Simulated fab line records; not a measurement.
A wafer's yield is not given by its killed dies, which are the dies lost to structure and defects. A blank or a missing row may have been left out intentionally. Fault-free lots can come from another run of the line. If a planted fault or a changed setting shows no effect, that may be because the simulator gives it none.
The tool behind it: which one? / flow gf180mcu / 10 lots with 30 wafers sampled at 7 steps, on a route of 602 steps

== WHAT THE GAUGES SHOWED, per wafer ==
GF_DUAL_GATE_OVL_MEAS_11.
lot=L963; measured=day 8 08:40; on=overlay-01; DUAL_GATE_OVL (nm)=-2.0 -0.4 -0.8
lot=L966; measured=day 9 15:39; on=overlay-02; DUAL_GATE_OVL (nm)=-0.7 0.1 -1.0
lot=L968; measured=day 10 01:46; on=overlay-02; DUAL_GATE_OVL (nm)=-0.2 -0.5 0.7
lot=L969; measured=day 10 05:40; on=overlay-02; DUAL_GATE_OVL (nm)=1.9 1.3 1.5
lot=L971; measured=day 10 20:01; on=overlay-01; DUAL_GATE_OVL (nm)=0.7 0.2 -0.9
lot=L972; measured=day 10 22:57; on=overlay-02; DUAL_GATE_OVL (nm)=-1.0 -2.2 -1.6
lot=L973; measured=day 11 07:23; on=overlay-02; DUAL_GATE_OVL (nm)=0.6 0.0 0.7
lot=L977; measured=day 12 13:06; on=overlay-01; DUAL_GATE_OVL (nm)=-1.6 -0.5 0.1
lot=L981; measured=day 13 12:56; on=overlay-01; DUAL_GATE_OVL (nm)=-2.0 -1.0 -0.7
lot=L984; measured=day 14 08:03; on=overlay-01; DUAL_GATE_OVL (nm)=0.4 0.4 0.9

GF_HV_LDD_CD_MEAS_19: the cd target is 400 nm.
lot=L963; measured=day 10 18:26; on=cd sem-01; cd nm (nm)=400.3 401.5 401.8
lot=L966; measured=day 12 04:08; on=cd sem-02; cd nm (nm)=401.0 400.8 397.3
lot=L968; measured=day 12 14:38; on=cd sem-01; cd nm (nm)=402.7 402.7 403.2
lot=L969; measured=day 12 19:38; on=cd sem-01; cd nm (nm)=399.8 401.0 399.0
lot=L971; measured=day 13 10:50; on=cd sem-01; cd nm (nm)=405.4 403.9 405.7
lot=L972; measured=day 13 16:26; on=cd sem-01; cd nm (nm)=401.9 400.4 398.8
lot=L973; measured=day 14 04:04; on=cd sem-01; cd nm (nm)=400.6 403.9 401.7
lot=L977; measured=day 15 10:23; on=cd sem-02; cd nm (nm)=400.0 398.4 399.3
lot=L981; measured=day 16 10:17; on=cd sem-02; cd nm (nm)=395.2 398.7 397.9
lot=L984; measured=day 17 12:37; on=cd sem-02; cd nm (nm)=- - -

GF_HV_LDD_TW_MEAS_23.
lot=L963; measured=day 10 18:49; on=film metro-02; HV_LDD_2_TW=1059 1057 1061
lot=L966; measured=day 12 04:32; on=film metro-03; HV_LDD_2_TW=1043 1043 1046
lot=L968; measured=day 12 15:02; on=film metro-02; HV_LDD_2_TW=1072 1064 1067
lot=L969; measured=day 12 20:01; on=film metro-04; HV_LDD_2_TW=1058 1052 1060
lot=L971; measured=day 13 11:31; on=film metro-02; HV_LDD_2_TW=1065 1073 1066
lot=L972; measured=day 13 16:50; on=film metro-03; HV_LDD_2_TW=1036 1041 1042
lot=L973; measured=day 14 04:28; on=film metro-04; HV_LDD_2_TW=1057 1060 1059
lot=L977; measured=day 15 10:47; on=film metro-02; HV_LDD_2_TW=1064 1062 1064
lot=L981; measured=day 16 10:42; on=film metro-03; HV_LDD_2_TW=1038 1041 1036
lot=L984; measured=day 17 13:01; on=film metro-02; HV_LDD_2_TW=30 30 30

GF_HV_LDD_TW_MEAS_38.
lot=L963; measured=day 11 14:19; on=film metro-03; HV_LDD_3_TW=1425 1426 1414
lot=L966; measured=day 13 00:17; on=film metro-04; HV_LDD_3_TW=1441 1439 1448
lot=L968; measured=day 13 11:21; on=film metro-04; HV_LDD_3_TW=1447 1441 1443
lot=L969; measured=day 13 16:47; on=film metro-04; HV_LDD_3_TW=1438 1434 1437
lot=L971; measured=day 14 08:44; on=film metro-02; HV_LDD_3_TW=1448 1454 1452
lot=L972; measured=day 14 14:37; on=film metro-04; HV_LDD_3_TW=1433 1428 1448
lot=L973; measured=day 15 01:49; on=film metro-03; HV_LDD_3_TW=1428 1421 1429
lot=L977; measured=day 16 08:43; on=film metro-03; HV_LDD_3_TW=1425 1417 1416
lot=L981; measured=day 17 08:39; on=film metro-03; HV_LDD_3_TW=1416 1412 1413
lot=L984; measured=day 18 13:26; on=film metro-02; HV_LDD_3_TW=1600 1600 1602

== EACH LOT AND THE TOOL THAT RAN IT (in order: tool; ch and the chambers of the sampled wafers; start) ==
lot=L963; GF_STI_ETCH_14=rie si-01 ch 0,2,3, day 2 01:41; GF_MVPSD_STRIP_10=plasma asher-02 ch 0,1, day 5 01:26; GF_HV_LDD_EXPOSE_16=iline stepper-02 ch 0, day 10 09:49
lot=L966; GF_STI_ETCH_14=rie si-02 ch 1,3, day 2 18:12; GF_MVPSD_STRIP_10=plasma asher-02 ch 0,1, day 6 03:44; GF_HV_LDD_EXPOSE_16=iline stepper-02 ch 0, day 11 18:46
lot=L968; GF_STI_ETCH_14=rie si-01 ch 1,2,3, day 3 02:14; GF_MVPSD_STRIP_10=plasma asher-01 ch 0,1, day 6 12:43; GF_HV_LDD_EXPOSE_16=iline stepper-02 ch 0, day 12 04:53
lot=L969; GF_STI_ETCH_14=rie si-01 ch 0,1, day 3 12:06; GF_MVPSD_STRIP_10=plasma asher-03 ch 0,1, day 6 17:22; GF_HV_LDD_EXPOSE_16=iline stepper-02 ch 0, day 12 10:30
lot=L971; GF_STI_ETCH_14=rie si-01 ch 0,1,3, day 3 19:47; GF_MVPSD_STRIP_10=plasma asher-01 ch 0,1, day 7 02:58; GF_HV_LDD_EXPOSE_16=iline stepper-02 ch 0, day 13 01:04
lot=L972; GF_STI_ETCH_14=rie si-01 ch 0,2, day 4 01:56; GF_MVPSD_STRIP_10=plasma asher-03 ch 0,1, day 7 07:47; GF_HV_LDD_EXPOSE_16=iline stepper-02 ch 0, day 13 06:46
lot=L973; GF_STI_ETCH_14=rie si-01 ch 1,2,3, day 4 05:00; GF_MVPSD_STRIP_10=plasma asher-01 ch 0,1, day 7 14:58; GF_HV_LDD_EXPOSE_16=iline stepper-02 ch 0, day 13 17:29
lot=L977; GF_STI_ETCH_14=rie si-02 ch 1,3, day 5 02:05; GF_MVPSD_STRIP_10=plasma asher-03 ch 1, day 8 15:29; GF_HV_LDD_EXPOSE_16=iline stepper-01 ch 0, day 14 23:35
lot=L981; GF_STI_ETCH_14=rie si-02 ch 0,2,3, day 5 22:17; GF_MVPSD_STRIP_10=plasma asher-03 ch 0,1, day 9 13:02; GF_HV_LDD_EXPOSE_16=iline stepper-02 ch 0, day 15 23:53
lot=L984; GF_STI_ETCH_14=rie si-01 ch 0,2, day 6 14:08; GF_MVPSD_STRIP_10=plasma asher-01 ch 0,1, day 10 05:16; GF_HV_LDD_EXPOSE_16=iline stepper-02 ch 0, day 17 01:31
- GF_STI_ETCH_14: etches Si in HBr/Cl2/O2, target depth 360 nm, time 102.9 s.
- GF_MVPSD_STRIP_10: strips in O2/N2.
- GF_HV_LDD_EXPOSE_16: exposes mask Pplus LV AREA, target cd 400 nm.

== AS READ BY THE TOOLS THEMSELVES (means over the sampled wafers that have a number; for cases with no such wafer, the mark the record gives instead) ==
GF_STI_ETCH_14.
lot=L963; tool=rie si-01; HBr_flow_sccm (sccm)=150.3; O2_flow_sccm (sccm)=5.980; chamber pressure mTorr (mTorr)=14.999; drypump motor current A (A)=5.9; oes product au (a.u.)=1.003; throttle valve pct (%)=25.651
lot=L966; tool=rie si-02; HBr_flow_sccm (sccm)=150.5; O2_flow_sccm (sccm)=5.998; chamber pressure mTorr (mTorr)=14.993; drypump motor current A (A)=5.1; oes product au (a.u.)=1.025; throttle valve pct (%)=25.631
lot=L968; tool=rie si-01; HBr_flow_sccm (sccm)=149.8; O2_flow_sccm (sccm)=5.991; chamber pressure mTorr (mTorr)=15.010; drypump motor current A (A)=5.2; oes product au (a.u.)=0.993; throttle valve pct (%)=25.669
lot=L969; tool=rie si-01; HBr_flow_sccm (sccm)=149.7; O2_flow_sccm (sccm)=5.995; chamber pressure mTorr (mTorr)=14.992; drypump motor current A (A)=5.9; oes product au (a.u.)=0.985; throttle valve pct (%)=25.659
lot=L971; tool=rie si-01; HBr_flow_sccm (sccm)=149.7; O2_flow_sccm (sccm)=6.015; chamber pressure mTorr (mTorr)=15.004; drypump motor current A (A)=5.6; oes product au (a.u.)=0.996; throttle valve pct (%)=25.661
lot=L972; tool=rie si-01; HBr_flow_sccm (sccm)=150.1; O2_flow_sccm (sccm)=5.998; chamber pressure mTorr (mTorr)=15.009; drypump motor current A (A)=6.2; oes product au (a.u.)=1.002; throttle valve pct (%)=25.650
lot=L973; tool=rie si-01; HBr_flow_sccm (sccm)=150.0; O2_flow_sccm (sccm)=5.995; chamber pressure mTorr (mTorr)=15.002; drypump motor current A (A)=5.3; oes product au (a.u.)=0.997; throttle valve pct (%)=25.664
lot=L977; tool=rie si-02; HBr_flow_sccm (sccm)=150.3; O2_flow_sccm (sccm)=5.999; chamber pressure mTorr (mTorr)=15.001; drypump motor current A (A)=5.2; oes product au (a.u.)=1.035; throttle valve pct (%)=25.636
lot=L981; tool=rie si-02; HBr_flow_sccm (sccm)=149.7; O2_flow_sccm (sccm)=5.999; chamber pressure mTorr (mTorr)=14.998; drypump motor current A (A)=5.7; oes product au (a.u.)=0.998; throttle valve pct (%)=25.645
lot=L984; tool=rie si-01; HBr_flow_sccm (sccm)=149.5; O2_flow_sccm (sccm)=5.995; chamber pressure mTorr (mTorr)=15.007; drypump motor current A (A)=5.8; oes product au (a.u.)=0.996; throttle valve pct (%)=25.663

GF_MVPSD_STRIP_10.
lot=L963; tool=plasma asher-02; chamber pressure mTorr (mTorr)=1501.9; drypump motor current A (A)=6.1; heater power w (W)=308; o2 flow sccm (sccm)=2998; oes product au (a.u.)=0.725; strip time to endpoint s (s)=37.04
lot=L966; tool=plasma asher-02; chamber pressure mTorr (mTorr)=1500.8; drypump motor current A (A)=6.1; heater power w (W)=310; o2 flow sccm (sccm)=3005; oes product au (a.u.)=0.719; strip time to endpoint s (s)=37.02
lot=L968; tool=plasma asher-01; chamber pressure mTorr (mTorr)=1499.6; drypump motor current A (A)=5.7; heater power w (W)=337; o2 flow sccm (sccm)=3001; oes product au (a.u.)=0.724; strip time to endpoint s (s)=37.03
lot=L969; tool=plasma asher-03; chamber pressure mTorr (mTorr)=1499.8; drypump motor current A (A)=5.4; heater power w (W)=288; o2 flow sccm (sccm)=2985; oes product au (a.u.)=0.727; strip time to endpoint s (s)=36.93
lot=L971; tool=plasma asher-01; chamber pressure mTorr (mTorr)=1499.7; drypump motor current A (A)=5.7; heater power w (W)=334; o2 flow sccm (sccm)=3008; oes product au (a.u.)=0.724; strip time to endpoint s (s)=37.11
lot=L972; tool=plasma asher-03; chamber pressure mTorr (mTorr)=1500.7; drypump motor current A (A)=5.4; heater power w (W)=288; o2 flow sccm (sccm)=2996; oes product au (a.u.)=0.721; strip time to endpoint s (s)=36.82
lot=L973; tool=plasma asher-01; chamber pressure mTorr (mTorr)=1500.6; drypump motor current A (A)=5.7; heater power w (W)=336; o2 flow sccm (sccm)=2999; oes product au (a.u.)=0.724; strip time to endpoint s (s)=36.93
lot=L977; tool=plasma asher-03; chamber pressure mTorr (mTorr)=1501.5; drypump motor current A (A)=4.9; heater power w (W)=274; o2 flow sccm (sccm)=3003; oes product au (a.u.)=0.726; strip time to endpoint s (s)=36.91
lot=L981; tool=plasma asher-03; chamber pressure mTorr (mTorr)=1500.6; drypump motor current A (A)=6.0; heater power w (W)=299; o2 flow sccm (sccm)=3016; oes product au (a.u.)=0.722; strip time to endpoint s (s)=36.99
lot=L984; tool=plasma asher-01; chamber pressure mTorr (mTorr)=1499.6; drypump motor current A (A)=5.7; heater power w (W)=335; o2 flow sccm (sccm)=3005; oes product au (a.u.)=0.725; strip time to endpoint s (s)=37.06

GF_HV_LDD_EXPOSE_16.
lot=L963; tool=iline stepper-02; reticle temp C (C)=23.05
lot=L966; tool=iline stepper-02; reticle temp C (C)=23.05
lot=L968; tool=iline stepper-02; reticle temp C (C)=22.99
lot=L969; tool=iline stepper-02; reticle temp C (C)=22.86
lot=L971; tool=iline stepper-02; reticle temp C (C)=22.95
lot=L972; tool=iline stepper-02; reticle temp C (C)=22.98
lot=L973; tool=iline stepper-02; reticle temp C (C)=22.94
lot=L977; tool=iline stepper-01; reticle temp C (C)=23.00
lot=L981; tool=iline stepper-02; reticle temp C (C)=23.05
lot=L984; tool=iline stepper-02; reticle temp C (C)=23.01

== THE ANSWER, worked out from the rows above alone ==
Rule: usual is defined by the lots themselves. The widest of any qualifying gaps counts: lots, ordered by their means at a reading, are off when they make up no more than a third of the lots, leave a main group of 4 or more, and stand apart from it by 3 or more times the standard deviation of that group's means. The tables above print the reading to a certain number of digits; a main group whose means all agree to those digits is not used. Also off: a lot with no number at a reading for which 4 or more lots have one. All remaining lots with rows at the step are treated as sound. Order of review: gauges by route order, followed by the tools' own readings, for which a lot's mean as printed above is used. At the first step where some lot is off, the reading lying furthest off is the one used; lots without a number count as furthest.
Off: L984 (GF_HV_LDD_CD_MEAS_19, cd nm). Without a number there: L984. The main group: mean 400.8 nm, standard deviation 2.1.
If a tool, at a process step before that reading, ran all the lots that are off and no sound lot after the first of them, it fits. The gauges at GF_HV_LDD_CD_MEAS_19 aren't tried: what is off there is off at GF_HV_LDD_TW_MEAS_23 too, on other tools, and a gauge's error can't cause that. Can't be told from this: 3 tools fit, rie si-01 at GF_STI_ETCH_14, plasma asher-01 at GF_MVPSD_STRIP_10, iline stepper-02 at GF_HV_LDD_EXPOSE_16.

== WHAT THE SIMULATOR HAD PUT IN ==
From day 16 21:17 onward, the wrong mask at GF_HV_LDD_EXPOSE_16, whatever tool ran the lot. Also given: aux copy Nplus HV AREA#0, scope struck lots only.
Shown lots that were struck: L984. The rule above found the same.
